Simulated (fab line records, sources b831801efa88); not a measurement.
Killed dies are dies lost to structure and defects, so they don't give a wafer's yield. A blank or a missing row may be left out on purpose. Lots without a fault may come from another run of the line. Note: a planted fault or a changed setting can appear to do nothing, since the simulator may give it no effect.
fab line records ; flow sky130
record: lots: 6; wafers: 18; last-day: 50
route steps=708 shown METAL5@662
lots with no fault: from the same line, run without faults
start-h: the number of hours between the record's first day and the start of the first shown wafer of the lot ; wait-h: hours since the lot's step before ; " the same as in the row above ; L1.1+2: several wafers, shown together as one row ; - value missing, or start not given ; * or withheld: withheld ; < > ~ a bound
route shown NAME@n: a module of which the file shows steps, and the number in the route of the first ; usual: mean/standard deviation of fault-free wafers ; same: alike in all rows ; chamber/n: place in a boat ; sites: per-site readings ; _std_site: the values' standard deviation ; _edge_site: mean of outer sites minus mean of inner sites ; radius-mm: for every site, how far away it sits from the centre of the wafer ; mask NAME#n: copy n ; behind: tool/chamber where the wafer was last shaped ; hold: reason for holding the lot/hours on hold/outcome of the hold ; device: whichever transistor did not switch (one of n, p or np) ; end of line: the tests these same wafers got at the end of their route ; a step without rows: its recipe alone ; killed: dies that structure and defects cost at the first sort, which is not the same as the wafer's yield ; map: dies across one wafer; x = killed, . = not, _ = none there
set.NAME: the run value of the setting; set.NAME@STEP: its run value at that earlier step ; model.NAME: the simulator's own value behind a step, which no gauge read
a table for each step, a row for each wafer; lots at some steps of the route
services: from which hour (start-h, from the record's first day; less than 0 if before it) a tool's chamber was out of use, for how many hours, and why
== steps ==
step: SKY_METAL5_SPUTTER_01
recipe: material: TiN; target-thk-nm: 20; power-w: 6500; time-s: 16.7; chamber-pressure-pa: 0.4
usual: chamber-pressure-pa: 0.3999/0.0007; throttle-valve-pct: 30.0/1.3
lot.wafer;tool;chamber;start-h;wait-h;chamber-pressure-pa;throttle-valve-pct
L868.1;pvd-sputter-02;-;1006.08;0.0;0.3998;29.6
L868.4;pvd-sputter-02;-;1006.08;0.0;0.3992;31.3
L868.5;pvd-sputter-02;-;1006.08;0.0;0.3995;31.4
L874.4;pvd-sputter-03;-;1055.23;0.0;0.4001;30.0
L874.5;pvd-sputter-03;-;1055.23;0.0;0.4000;30.3
L874.6;pvd-sputter-03;-;1055.23;0.0;0.3989;27.3
L876.1;pvd-sputter-02;-;1066.95;0.0;0.3997;31.3
L876.2;pvd-sputter-02;-;1066.95;0.0;0.3993;28.1
L876.3;pvd-sputter-02;-;1066.95;0.0;0.4008;29.8
L877.1;pvd-sputter-02;-;1073.00;0.0;0.4008;27.7
L877.3;pvd-sputter-02;-;1073.00;0.0;0.4008;31.3
L877.4;pvd-sputter-02;-;1073.00;0.0;0.3996;31.3
L886.1;pvd-sputter-02;-;1123.97;0.0;0.4005;30.2
L886.5;pvd-sputter-02;-;1123.97;0.0;0.4001;29.7
L886.6;pvd-sputter-02;-;1123.97;0.0;0.3983;31.5
L890.2;pvd-sputter-01;-;1143.44;0.0;0.3991;30.8
L890.5;pvd-sputter-01;-;1143.44;0.0;0.4000;30.6
L890.6;pvd-sputter-01;-;1143.44;0.0;0.4015;30.4
step: SKY_METAL5_SPUTTER_02
recipe: material: AlCu; target-thk-nm: 1150; power-w: 10600; time-s: 61.2; chamber-pressure-pa: 0.4
usual: chamber-pressure-pa: 0.4001/0.00076; throttle-valve-pct: 30.0/1.3
lot.wafer;tool;chamber;start-h;wait-h;chamber-pressure-pa;throttle-valve-pct
L868.1;pvd-sputter-02;-;1006.11;0.0;0.3997;29.6
L868.4;pvd-sputter-02;-;1006.11;0.0;0.4013;31.5
L868.5;pvd-sputter-02;-;1006.11;0.0;0.3998;31.3
L874.4;pvd-sputter-03;-;1055.25;0.0;0.4005;30.0
L874.5;pvd-sputter-03;-;1055.25;0.0;0.3995;30.4
L874.6;pvd-sputter-03;-;1055.25;0.0;0.4001;27.4
L876.1;pvd-sputter-02;-;1066.98;0.0;0.4002;31.6
L876.2;pvd-sputter-02;-;1066.98;0.0;0.4006;27.8
L876.3;pvd-sputter-02;-;1066.98;0.0;0.3997;30.2
L877.1;pvd-sputter-02;-;1073.02;0.0;0.4014;28.0
L877.3;pvd-sputter-02;-;1073.02;0.0;0.3993;31.4
L877.4;pvd-sputter-02;-;1073.02;0.0;0.3992;31.2
L886.1;pvd-sputter-02;-;1124.00;0.0;0.3991;30.3
L886.5;pvd-sputter-02;-;1124.00;0.0;0.4009;29.9
L886.6;pvd-sputter-02;-;1124.00;0.0;0.4022;31.4
L890.2;pvd-sputter-01;-;1143.47;0.0;0.3995;30.8
L890.5;pvd-sputter-01;-;1143.47;0.0;0.4006;30.4
L890.6;pvd-sputter-01;-;1143.47;0.0;0.3993;30.8
step: SKY_METAL5_SPUTTER_03
recipe: material: Ti; target-thk-nm: 5; power-w: 3000; time-s: 3.3; chamber-pressure-pa: 0.4
usual: chamber-pressure-pa: 0.4000/0.0007; throttle-valve-pct: 30.0/1.3
lot.wafer;tool;chamber;start-h;wait-h;chamber-pressure-pa;throttle-valve-pct
L868.1;pvd-sputter-02;-;1006.16;0.0;0.4005;29.8
L868.4;pvd-sputter-02;-;1006.16;0.0;0.4011;31.3
L868.5;pvd-sputter-02;-;1006.16;0.0;0.3998;31.6
L874.4;pvd-sputter-03;-;1055.30;0.0;0.3995;30.1
L874.5;pvd-sputter-03;-;1055.30;0.0;0.4001;30.5
L874.6;pvd-sputter-03;-;1055.30;0.0;0.4005;27.3
L876.1;pvd-sputter-02;-;1067.03;0.0;0.3998;31.1
L876.2;pvd-sputter-02;-;1067.03;0.0;0.3996;28.1
L876.3;pvd-sputter-02;-;1067.03;0.0;0.3995;30.5
L877.1;pvd-sputter-02;-;1073.07;0.0;0.4007;27.6
L877.3;pvd-sputter-02;-;1073.07;0.0;0.4017;31.5
L877.4;pvd-sputter-02;-;1073.07;0.0;0.3999;31.5
L886.1;pvd-sputter-02;-;1124.05;0.0;0.3995;30.2
L886.5;pvd-sputter-02;-;1124.05;0.0;0.4002;29.8
L886.6;pvd-sputter-02;-;1124.05;0.0;0.3985;31.5
L890.2;pvd-sputter-01;-;1143.52;0.0;0.3994;31.0
L890.5;pvd-sputter-01;-;1143.52;0.0;0.4002;30.5
L890.6;pvd-sputter-01;-;1143.52;0.0;0.4000;30.5
step: SKY_METAL5_SPUTTER_04
recipe: material: TiN; target-thk-nm: 70; power-w: 6500; time-s: 58.3; chamber-pressure-pa: 0.4
usual: chamber-pressure-pa: 0.4001/0.0008; throttle-valve-pct: 30.0/1.3
lot.wafer;tool;chamber;start-h;wait-h;chamber-pressure-pa;throttle-valve-pct
L868.1;pvd-sputter-02;-;1006.18;0.0;0.4018;29.7
L868.4;pvd-sputter-02;-;1006.18;0.0;0.3988;31.3
L868.5;pvd-sputter-02;-;1006.18;0.0;0.3988;31.4
L874.4;pvd-sputter-03;-;1055.32;0.0;0.3999;30.2
L874.5;pvd-sputter-03;-;1055.32;0.0;0.4002;29.9
L874.6;pvd-sputter-03;-;1055.32;0.0;0.4009;27.3
L876.1;pvd-sputter-02;-;1067.05;0.0;0.3994;31.5
L876.2;pvd-sputter-02;-;1067.05;0.0;0.4000;28.1
L876.3;pvd-sputter-02;-;1067.05;0.0;0.4013;30.2
L877.1;pvd-sputter-02;-;1073.09;0.0;0.4016;27.9
L877.3;pvd-sputter-02;-;1073.09;0.0;0.4002;31.4
L877.4;pvd-sputter-02;-;1073.09;0.0;0.3984;31.4
L886.1;pvd-sputter-02;-;1124.07;0.0;0.3990;29.9
L886.5;pvd-sputter-02;-;1124.07;0.0;0.3978;29.8
L886.6;pvd-sputter-02;-;1124.07;0.0;0.4000;31.7
L890.2;pvd-sputter-01;-;1143.53;0.0;0.4005;30.8
L890.5;pvd-sputter-01;-;1143.53;0.0;0.3999;30.3
L890.6;pvd-sputter-01;-;1143.53;0.0;0.3993;30.2
step: SKY_METAL5_RS_MEAS_05
recipe: thk-meas-gauge: four-point-probe; reads: TiN_of_METAL5_SPUTTER_04+Ti_of_METAL5_SPUTTER_03+AlCu_of_METAL5_SPUTTER_02+TiN_of_METAL5_SPUTTER_01+Ti_of_METAL5_SPUTTER_00
usual: METAL5_ALCU_RS: 0.0272/0.00035
lot.wafer;tool;chamber;start-h;wait-h;METAL5_ALCU_RS[ohm/sq]
L868.1;film-metro-03;-;1006.23;0.0;0.0278
L868.4;film-metro-03;-;1006.23;0.0;0.0274
L868.5;film-metro-03;-;1006.23;0.0;0.0275
L874.4;film-metro-02;-;1055.43;0.1;0.0272
L874.5;film-metro-02;-;1055.43;0.1;0.0271
L874.6;film-metro-02;-;1055.43;0.1;0.0272
L876.1;film-metro-02;-;1067.10;0.0;0.0269
L876.2;film-metro-02;-;1067.10;0.0;0.0267
L876.3;film-metro-02;-;1067.10;0.0;0.0264
L877.1;film-metro-02;-;1073.14;0.0;0.0273
L877.3;film-metro-02;-;1073.14;0.0;0.0272
L877.4;film-metro-02;-;1073.14;0.0;0.0271
L886.1;film-metro-02;-;1124.12;0.0;0.0267
L886.5;film-metro-02;-;1124.12;0.0;0.0273
L886.6;film-metro-02;-;1124.12;0.0;0.0270
L890.2;film-metro-03;-;1143.60;0.0;0.0273
L890.5;film-metro-03;-;1143.60;0.0;0.0270
L890.6;film-metro-03;-;1143.60;0.0;0.0272
step: SKY_METAL5_THK_MEAS_06
recipe: thk-meas-gauge: xrf; reads: AlCu_of_METAL5_SPUTTER_02
usual: METAL5_ALCU_THK: 1137/16
lot.wafer;tool;chamber;start-h;wait-h;METAL5_ALCU_THK[nm]
L868.1;film-metro-03;-;1006.35;0.1;1116
L868.4;film-metro-03;-;1006.35;0.1;1133
L868.5;film-metro-03;-;1006.35;0.1;1125
L874.4;film-metro-02;-;1055.52;0.1;1138
L874.5;film-metro-02;-;1055.52;0.1;1147
L874.6;film-metro-02;-;1055.52;0.1;1142
L876.1;film-metro-02;-;1067.22;0.1;1155
L876.2;film-metro-02;-;1067.22;0.1;1157
L876.3;film-metro-02;-;1067.22;0.1;1169
L877.1;film-metro-02;-;1073.26;0.1;1131
L877.3;film-metro-02;-;1073.26;0.1;1133
L877.4;film-metro-02;-;1073.26;0.1;1136
L886.1;film-metro-02;-;1124.24;0.1;1161
L886.5;film-metro-02;-;1124.24;0.1;1140
L886.6;film-metro-02;-;1124.24;0.1;1147
L890.2;film-metro-03;-;1143.71;0.1;1119
L890.5;film-metro-03;-;1143.71;0.1;1140
L890.6;film-metro-03;-;1143.71;0.1;1122
step: SKY_METAL5_DEHYDRATE_07
recipe: temp-c: 200; time-s: 60
step: SKY_METAL5_HMDS_08
recipe: prime-time-s: 60; prime-temp-c: 120
step: SKY_METAL5_COAT_09
recipe: resist: NOVOLAK; spin-rpm: 3000; resist-thk-nm: 1800
step: SKY_METAL5_SOFTBAKE_10
recipe: temp-c: 90; time-s: 60; resist: NOVOLAK
step: SKY_METAL5_EXPOSE_11
recipe: mask-id: MM5; na: 0.6; source-shape: conventional; sigma-outer: 0.6; polarization: unpolarized; target-cd-nm: 1600; dose-mj: 190
step: SKY_METAL5_PEB_12
recipe: temp-c: withheld; time-s: *; resist: NOVOLAK
step: SKY_METAL5_DEVELOP_13
recipe: resist: NOVOLAK; developer: TMAH; develop-time-s: 60; dev-temp-c: 23
usual: chill-plate-temp-C: 22.98/0.1; develop-time-s: 60/0
lot.wafer;tool;chamber;start-h;wait-h;chill-plate-temp-C;develop-time-s
L868.1;litho-track-01;0;1028.77;0.1;22.97;60
L868.4;litho-track-01;0;1028.77;0.1;23.05;60
L868.5;litho-track-01;0;1028.77;0.1;22.96;60
L874.4;litho-track-04;0;1076.15;0.1;22.89;60
L874.5;litho-track-04;0;1076.15;0.1;22.97;60
L874.6;litho-track-04;0;1076.15;0.1;22.87;60
L876.1;litho-track-03;-;1087.07;0.1;-;-
L876.2;litho-track-03;-;1087.07;0.1;-;-
L876.3;litho-track-03;-;1087.07;0.1;-;-
L877.1;litho-track-01;-;1093.52;0.1;-;-
L877.3;litho-track-01;-;1093.52;0.1;-;-
L877.4;litho-track-01;-;1093.52;0.1;-;-
L886.1;litho-track-04;0;1142.78;0.1;23.02;60
L886.5;litho-track-04;0;1142.78;0.1;23.13;60
L886.6;litho-track-04;0;1142.78;0.1;23.18;60
L890.2;litho-track-04;0;1161.00;0.1;23.14;60
L890.5;litho-track-04;0;1161.00;0.1;22.96;60
L890.6;litho-track-04;0;1161.00;0.1;22.95;60
step: SKY_METAL5_DESCUM_14
recipe: chemistry: O2; source-power-w: 150; bias-power-w: 0; pressure-mtorr: 10; temp-c: 40; time-s: 11
usual: drypump-motor-current-A: 5.4/0.32; oes-product-au: 0.999/0.0082; rf-fwd-power-W: 147.5/0.68; temp-c: 40.01/0.13
lot.wafer;tool;chamber;start-h;wait-h;drypump-motor-current-A;oes-product-au;rf-fwd-power-W;rf-hours-counter-h;temp-c
L868.1;rie-metal-03;0;1028.92;0.1;5.6;0.998;148.0;12;39.88
L868.4;rie-metal-03;0;1028.92;0.1;5.6;1.004;148.0;-;40.05
L868.5;rie-metal-03;1;1028.92;0.1;4.9;1.005;147.1;-;40.02
L874.4;rie-metal-04;1;1076.24;0.1;5.5;0.990;147.9;-;40.13
L874.5;rie-metal-04;1;1076.24;0.1;5.5;0.993;147.9;-;40.04
L874.6;rie-metal-04;0;1076.24;0.1;5.7;1.000;148.1;-;40.01
L876.1;rie-metal-03;0;1087.22;0.1;5.6;1.011;147.3;16;39.98
L876.2;rie-metal-03;1;1087.22;0.1;5.0;1.005;148.3;16;40.13
L876.3;rie-metal-03;1;1087.22;0.1;4.9;1.005;148.1;-;40.07
L877.1;rie-metal-04;0;1093.67;0.1;5.7;0.997;148.5;7;39.87
L877.3;rie-metal-04;1;1093.67;0.1;5.5;0.998;146.9;-;40.09
L877.4;rie-metal-04;0;1093.67;0.1;5.7;1.003;148.2;-;39.94
L886.1;rie-metal-02;1;1142.93;0.1;5.8;0.997;147.6;21;39.99
L886.5;rie-metal-02;0;1142.93;0.1;5.1;0.990;146.5;-;40.09
L886.6;rie-metal-02;1;1142.93;0.1;5.8;0.991;147.6;-;39.87
L890.2;rie-metal-04;1;1161.13;0.1;5.5;1.005;147.9;23;40.14
L890.5;rie-metal-04;0;1161.13;0.1;5.7;1.004;148.2;-;39.66
L890.6;rie-metal-04;1;1161.13;0.1;5.5;1.005;148.3;-;40.10
== services ==
tool;chamber;start-h;hours;kind
pvd-sputter-01;-;1004.63;2.2;repair
rie-metal-04;-;1011.08;28.1;pm
rie-metal-03;0;1035.58;1.6;repair
rie-metal-03;-;1047.75;0.3;repair
rie-metal-02;1;1067.50;5.1;repair
rie-metal-03;-;1097.80;0.1;repair
rie-metal-04;-;1098.79;15.6;pm
rie-metal-04;1;1114.56;15.5;repair
pvd-sputter-02;-;1114.82;9.0;repair
rie-metal-02;-;1123.06;2.8;pm
pvd-sputter-01;-;1129.68;1.3;repair
pvd-sputter-03;-;1133.18;1.0;repair
pvd-sputter-03;-;1140.63;21.2;repair
pvd-sputter-01;-;1145.62;0.7;repair
rie-metal-03;0;1147.03;13.5;repair
rie-metal-04;0;1150.20;3.6;repair
== key ==
first-sign: step: SKY_METAL5_DEVELOP_13; reading: tool-record; direction: missing
effect none on later readings
met-at SKY_METAL5_DEVELOP_13
struck-wafers L876.1,L876.2,L876.3,L877.1,L877.3,L877.4
later-rows-left-out L876.1,L876.2,L876.3,L877.1,L877.3,L877.4
sort-left-out L876.1,L876.2,L876.3,L877.1,L877.3,L877.4
onset-between 1028.77 1087.07
fault: kind: skipped-step-whole; tool: litho-track-01,litho-track-03; chamber: -; onset-h: 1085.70; steps: SKY_METAL5_DEVELOP_13; scope: struck-lots-only
sort-left-out: the simulated sort isn't trusted on such a fault, so these wafers' sort isn't shown, and their yield isn't known
later-rows-left-out: the simulator's readings of these wafers behind a module that went badly wrong aren't trusted and aren't shown, but for the sort
